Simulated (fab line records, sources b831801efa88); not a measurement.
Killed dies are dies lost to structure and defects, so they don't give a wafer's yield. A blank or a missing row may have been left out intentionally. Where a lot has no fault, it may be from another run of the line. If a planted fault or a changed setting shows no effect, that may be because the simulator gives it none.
One fault seen from 2 desks :: flow sky130 :: only its own numbers are on each desk; what lay behind them is given at the end

## THE TOOL OWNER'S DESK: pvd_sputter-04
The tool's own readings at SKY_METAL5_SPUTTER_00 (material Ti, target thk 15 nm, time 10 s): means of the sampled wafers that have a number, for each lot that ran on this tool. Marked OUT: a lot whose mean sits more than 4 standard deviations from the usual mean, which makes it out of limits; the brackets give that distance.
Columns: A = throttle_valve_pct at SKY_METAL5_SPUTTER_00, usual 30.0 %
lot: L294
first seen here: day 45 12:01
A: 30.8

lot: L304
first seen here: day 47 13:09
A: 30.2

lot: L306
first seen here: day 47 21:28
A: 30.5

lot: L309
first seen here: day 48 16:09
A: 30.0
Result from this desk: across the 4 lots, nothing is out of limits.

## THE METROLOGY DESK
What the gauges read for every lot (on any tool): the sampled wafers with a number, averaged. Marked OUT: a lot whose mean sits more than 4 standard deviations from the usual mean, which makes it out of limits; the brackets give that distance.
Columns: A = VIA4_OVL at SKY_VIA4_OVL_MEAS_11, usual 0.7 nm; B = VIA4_W_RS at SKY_VIA4_RS_MEAS_19, usual 0.2291 ohm/sq; C = VIA4_W_THK at SKY_VIA4_THK_MEAS_20, usual 509 nm
lot: L294
first seen here: day 45 10:32
A: 1.1
B: 0.2294
C: 512

lot: L293
first seen here: day 45 12:37
A: 1.3
B: 0.2320
C: 502

lot: L304
first seen here: day 47 11:41
A: -0.7
B: 0.2311
C: 507

lot: L305
first seen here: day 47 15:38
A: -4.1
B: 0.2307
C: 503

lot: L306
first seen here: day 47 20:04
A: -0.1
B: 0.2287
C: 507

lot: L307
first seen here: day 48 04:31
A: -1.9
B: 0.2288
C: 506

lot: L309
first seen here: day 48 14:46
A: 1.3
B: 0.2297
C: 508
Result from this desk: across the 7 lots, nothing is out of limits.

## TAKEN TOGETHER
The desk of the tool owner found nothing out of limits.
Nothing out of limits was seen by the metrology desk.

## WHAT THE SIMULATOR PUT IN
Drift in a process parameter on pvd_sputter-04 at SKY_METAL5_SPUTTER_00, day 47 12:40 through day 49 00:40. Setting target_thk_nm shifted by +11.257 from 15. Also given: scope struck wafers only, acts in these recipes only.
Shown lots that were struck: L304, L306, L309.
